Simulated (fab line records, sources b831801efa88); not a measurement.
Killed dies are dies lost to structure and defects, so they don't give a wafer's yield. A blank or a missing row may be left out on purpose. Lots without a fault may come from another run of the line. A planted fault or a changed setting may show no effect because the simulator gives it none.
Which tool did it? | flow gf180mcu | 7 lots, 21 wafers sampled, at 1 step of a route of 602

WHAT THE GAUGES READ, wafer by wafer
GF_NSD_TW_MEAS_12.
lot  | measured     | on            | NSD_TW
L239 | day 14 08:22 | film_metro-02 | 4312 4322 4314
L242 | day 15 10:11 | film_metro-04 | 4228 4248 4234
L244 | day 16 07:50 | film_metro-01 | 4272 4285 4268
L246 | day 16 19:47 | film_metro-02 | 4286 4299 4282
L249 | day 17 20:31 | film_metro-02 | 4282 4292 4277
L255 | day 20 00:26 | film_metro-04 | 4304 4273 4296
L258 | day 21 12:31 | film_metro-04 | 4240 4261 4262

WHICH TOOL RAN EACH LOT (tool, then ch and the chambers of the sampled wafers, then the start)
The record holds no process step before these readings.

THE ANSWER, worked out from the rows above alone
Rule: what is usual is taken from the lots themselves. Put in order of their means at a reading, lots are off if they are a third of the lots or fewer, leave a main group of 4 or more, and stand apart from it by a gap of 3 or more times the standard deviation of the main group's means; of several such gaps the widest counts. A main group whose means are all the same, to the digits that the tables above print for the reading, isn't used. A lot without any number at a reading at which 4 lots or more have one is off too. The other lots that the step has rows for count as sound.
No lot is off at any reading shown: from this, nothing can be told.

WHAT THE SIMULATOR HAD PUT IN
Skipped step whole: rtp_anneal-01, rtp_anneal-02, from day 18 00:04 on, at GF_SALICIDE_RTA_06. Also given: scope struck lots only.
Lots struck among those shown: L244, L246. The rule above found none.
